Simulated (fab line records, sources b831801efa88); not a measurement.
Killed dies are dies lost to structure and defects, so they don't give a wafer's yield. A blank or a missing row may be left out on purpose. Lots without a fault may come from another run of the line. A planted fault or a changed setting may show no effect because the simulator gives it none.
fab line records | flow sky130 | part 2 of 2: steps 27 to 36 of 36
record lots=5 wafers=15 last_day=50
route steps=708 shown FIELD_ISO@1 NWELL@32 DNWELL@35
lots that met no fault: from a run of the same line without faults
start_h: hours from the record's first day to the start of the lot's first wafer shown | wait_h: hours since the lot's step before | " the same as in the row above | L1.1+2: a row that stands for several wafers | - no value, or no start given | * or withheld: withheld | < > ~ a bound
route shown NAME@n: a module of which the file shows steps, and the number in the route of the first | usual: mean/standard deviation of fault-free wafers | same: alike in all rows | chamber/n: place in a boat | sites: the reading at each site | _std_site: their standard deviation | _edge_site: outer sites' mean less inner sites' | radius_mm: how far each site lies from the wafer's centre | mask NAME#n: copy n | behind: the tool/chamber that last shaped the wafer | hold: why the lot was held/for how many hours/how that ended | device: the transistor (n, p or np) that didn't switch | end of line: the same wafers' tests at the end of the route | a step without rows: its recipe alone | killed: dies lost to structure and defects at the first sort, not the wafer's yield | map: a wafer's dies, x killed, . not, _ none there
set.NAME: the setting as run; set.NAME@STEP: as run at that earlier step | model.NAME: the simulator's own value behind a step, which no gauge read
lots at some steps of the route; a table a step, a row a wafer
services: from which hour (start_h, from the record's first day; less than 0 if before it) a tool's chamber was out of use, for how many hours, and why
## steps
# step SKY_FIELD_ISO_ANNEAL_26
# recipe temp_c=1000 time_s=1800 ambient=N2
# usual spike_tc_lower_C=998.5/0.98 spike_tc_top_C=1010.7/1.1
# columns lot.wafer tool chamber start_h wait_h spike_tc_lower_C spike_tc_top_C
L075.2 furnace-01 0 37.55 0.0 998.7 1010.8
L075.3 " 0 " " 999.2 1011.4
L075.5 " 0 " " 997.1 1010.3
L080.1 furnace-02 0 66.38 1.3 998.9 1010.0
L080.3 " 0 " " 998.5 1009.5
L080.5 " 0 " " 999.7 1009.8
L093.2 furnace-02 0 132.39 1.4 998.3 1010.7
L093.3 " 0 " " 999.2 1010.8
L093.6 " 0 " " 1000.4 1011.6
L096.1 furnace-01 0 147.25 1.1 998.0 1010.8
L096.2 " 0 " " 997.3 1009.7
L096.6 " 0 " " 998.3 1011.1
L097.3 furnace-01 0 152.86 0.0 998.7 1009.8
L097.4 " 0 " " 998.8 1010.2
L097.5 " 0 " " 997.7 1011.7
# step SKY_FIELD_ISO_CMP_27
# recipe stop_on=Si3N4 t_overpolish_s=16 down_force_psi=4 platen_rpm=60 target_thk_nm=457.8 pad_velocity_m_s=0.94248
# usual motor_current_A=12.6/1.5 overpolish_run_s=15.999/0.0099 time_to_endpoint_s=111/4.8
# columns lot.wafer tool chamber start_h wait_h motor_current_A overpolish_run_s time_to_endpoint_s
L075.2 cmp-01 3 39.05 0.0 11.8 16.005 115
L075.3 " 1 " " 12.2 15.999 109
L075.5 " 0 " " 14.7 15.992 107
L080.1 cmp-02 1 67.88 0.0 10.7 15.999 113
L080.3 " 0 " " 14.0 16.002 109
L080.5 " 2 " " 13.3 16.013 112
L093.2 cmp-01 0 133.89 0.0 15.5 16.007 109
L093.3 " 3 " " 12.0 16.000 115
L093.6 " 0 " " 15.3 15.992 106
L096.2 cmp-01 2 148.80 0.1 11.4 15.996 112
L096.1 " 3 " " 12.3 15.998 113
L096.6 " 1 " " 12.0 16.019 110
L097.4 cmp-02 3 154.36 0.0 12.9 16.004 105
L097.3 " 2 " " 13.4 16.012 111
L097.5 " 0 " " 14.5 15.999 115
# step SKY_FIELD_ISO_WET_ETCH_28
# recipe chemistry=dHF target_depth_nm=23.7 target=SiO2 dilution=10:1 temp_c=25 time_s=47
# usual temp_c=25.02/0.1
# columns lot.wafer tool chamber start_h wait_h temp_c
L075.2 wet_bench-03 2 39.35 0.2 24.93
L075.3 " 2 " " 25.14
L075.5 " 2 " " 25.20
L080.1 wet_bench-04 2 68.18 0.2 24.97
L080.3 " 2 " " 24.77
L080.5 " 2 " " 24.93
L093.2 wet_bench-04 0 134.19 0.2 25.19
L093.3 " 0 " " 25.03
L093.6 " 0 " " 25.12
L096.1 wet_bench-01 1 149.05 0.1 24.93
L096.2 " 1 " " 25.14
L096.6 " 1 " " 25.03
L097.3 wet_bench-04 2 154.66 0.1 25.03
L097.4 " 2 " " 24.95
L097.5 " 2 " " 24.82
# step SKY_FIELD_ISO_WET_ETCH_29
# recipe chemistry=H3PO4 target_depth_nm=160 target=Si3N4 temp_c=160 time_s=1825
# usual temp_c=160.00/0.17
# columns lot.wafer tool chamber start_h wait_h temp_c
L075.2 wet_bench-04 0 39.39 0.0 160.09
L075.3 " 0 " " 160.13
L075.5 " 0 " " 160.20
L080.1 wet_bench-03 1 68.20 0.0 160.08
L080.3 " 1 " " 160.08
L080.5 " 1 " " 160.03
L093.2 wet_bench-03 0 134.21 0.0 159.97
L093.3 " 0 " " 160.11
L093.6 " 0 " " 159.88
L096.1 wet_bench-03 3 149.08 0.0 160.14
L096.2 " 3 " " 160.09
L096.6 " 3 " " 160.24
L097.3 wet_bench-01 0 154.68 0.0 160.00
L097.4 " 0 " " 160.02
L097.5 " 0 " " 160.02
# step SKY_FIELD_ISO_WET_ETCH_30
# recipe chemistry=dHF target_depth_nm=25 target=SiO2 dilution=10:1 temp_c=25 time_s=50
# usual temp_c=24.98/0.11
# columns lot.wafer tool chamber start_h wait_h temp_c
L075.2 wet_bench-01 3 39.90 0.0 25.06
L075.3 " 3 " " 25.10
L075.5 " 3 " " 25.08
L080.1 wet_bench-01 1 68.71 0.0 24.99
L080.3 " 1 " " 24.99
L080.5 " 1 " " 24.99
L093.2 wet_bench-04 3 134.73 0.0 25.01
L093.3 " 3 " " 25.11
L093.6 " 3 " " 25.11
L096.1 wet_bench-01 3 149.59 0.0 24.98
L096.2 " 3 " " 25.02
L096.6 " 3 " " 25.02
L097.3 wet_bench-04 1 155.20 0.0 24.79
L097.4 " 1 " " 24.99
L097.5 " 1 " " 24.89
# step SKY_NWELL_CLEAN_00
# recipe chemistry=SC1/SC2 mix=1:4:20 temp_c=70 time_s=150 dry=n2_spin
# usual temp_c=70.00/0.13
# columns lot.wafer tool chamber start_h wait_h temp_c
L075.2 wet_bench-04 1 39.93 0.0 70.06
L075.3 " 1 " " 69.94
L075.5 " 1 " " 69.93
L080.1 wet_bench-04 2 68.73 0.0 69.94
L080.3 " 2 " " 69.98
L080.5 " 2 " " 69.93
L093.2 wet_bench-01 1 134.75 0.0 70.13
L093.3 " 1 " " 70.14
L093.6 " 1 " " 70.04
L096.1 wet_bench-03 3 149.62 0.0 70.16
L096.2 " 3 " " 69.99
L096.6 " 3 " " 70.02
L097.3 wet_bench-03 3 155.22 0.0 70.12
L097.4 " 3 " " 70.10
L097.5 " 3 " " 69.92
# step SKY_NWELL_OXIDATION_01
# recipe temp_c=900 ambient=O2 stabilise_s=600 purge_s=300 target_thk_a=100 ox_time_s=1418
# usual spike_tc_lower_C=898.2/1.1 spike_tc_top_C=911.7/1.1
# same purge_s=300
# columns lot.wafer tool chamber start_h wait_h spike_tc_lower_C spike_tc_top_C
L075.2 furnace-01 0 39.98 0.0 898.6 911.8
L075.3 " 0 " " 897.8 912.2
L075.5 " 0 " " 896.2 912.3
L080.1 furnace-01 0 69.05 0.3 898.6 911.6
L080.3 " 0 " " 896.6 911.5
L080.5 " 0 " " 897.2 912.4
L093.2 furnace-01 0 134.80 0.0 898.4 912.3
L093.3 " 0 " " 897.1 912.7
L093.6 " 0 " " 896.6 910.2
L096.1 furnace-01 0 150.10 0.4 896.3 911.6
L096.2 " 0 " " 897.9 912.3
L096.6 " 0 " " 898.4 912.2
L097.3 furnace-01 0 155.27 0.0 897.6 912.6
L097.4 " 0 " " 898.2 913.4
L097.5 " 0 " " 896.2 911.3
# step SKY_NWELL_THK_MEAS_02
# recipe reads=SiO2_of_NWELL_OXIDATION_01
# usual NWELL_OXIDATION_THK=10.02/0.18
# columns lot.wafer tool chamber start_h wait_h NWELL_OXIDATION_THK[nm]
L075.2 film_metro-02 - 41.38 0.0 10.14
L075.3 " - " " 10.39
L075.5 " - " " 10.32
L080.1 film_metro-01 - 70.45 0.0 10.21
L080.3 " - " " 10.33
L080.5 " - " " 10.29
L093.2 film_metro-02 - 136.21 0.0 9.89
L093.3 " - " " 9.72
L093.6 " - " " 9.93
L096.1 film_metro-02 - 151.49 0.0 9.81
L096.2 " - " " 9.83
L096.6 " - " " 9.80
L097.3 film_metro-03 - 156.68 0.0 9.82
L097.4 " - " " 9.90
L097.5 " - " " 9.91
# step SKY_DNWELL_DEHYDRATE_00
# recipe temp_c=200 time_s=60
# columns lot.wafer tool chamber start_h wait_h
L075.2+3+5 litho_track-03 0 48.47 7.1
L080.1+3+5 litho_track-02 0 78.72 8.3
L093.2+3+6 litho_track-02 0 144.55 8.3
L096.1+2+6 litho_track-03 0 160.70 9.2
L097.3+4+5 litho_track-03 0 166.20 9.5
# step SKY_DNWELL_HMDS_01
# recipe prime_time_s=60 prime_temp_c=120
# columns lot.wafer tool chamber start_h wait_h
L075.2+3+5 litho_track-03 0 48.62 0.1
L080.1+3+5 litho_track-02 0 78.87 0.1
L093.2+3+6 litho_track-02 0 144.70 0.1
L096.1+2+6 litho_track-03 0 160.85 0.1
L097.3+4+5 litho_track-03 0 166.35 0.1
## services
# columns tool chamber start_h hours kind
rie_si-01 - -3.36 14.6 pm
rie_diel-01 2 -2.27 6.0 repair
krf_scanner-01 - 21.69 1.3 pm
rie_si-01 - 22.30 0.2 repair
rie_diel-04 0 42.33 1.7 repair
rie_si-01 - 55.77 0.4 repair
furnace-02 - 59.77 2.8 pm
rie_diel-04 1 63.71 3.3 repair
cmp-01 - 64.19 4.0 pm
hdpcvd-02 - 66.75 15.0 pm
rie_diel-04 - 72.97 4.3 pm
krf_scanner-01 - 76.47 0.8 pm
plasma_asher-03 - 78.55 2.8 pm
furnace-01 - 86.63 4.0 pm
krf_scanner-01 - 89.00 1.0 pm
krf_scanner-01 - 101.66 3.6 pm
cmp-01 - 107.32 1.9 repair
hdpcvd-02 - 112.54 6.0 pm
krf_scanner-01 - 117.97 1.5 repair
furnace-02 - 124.06 2.6 pm
rie_diel-04 2 129.74 3.7 repair
krf_scanner-01 - 141.07 4.0 pm
lpcvd-02 - 159.51 1.1 repair
krf_scanner-01 - 164.61 0.3 repair
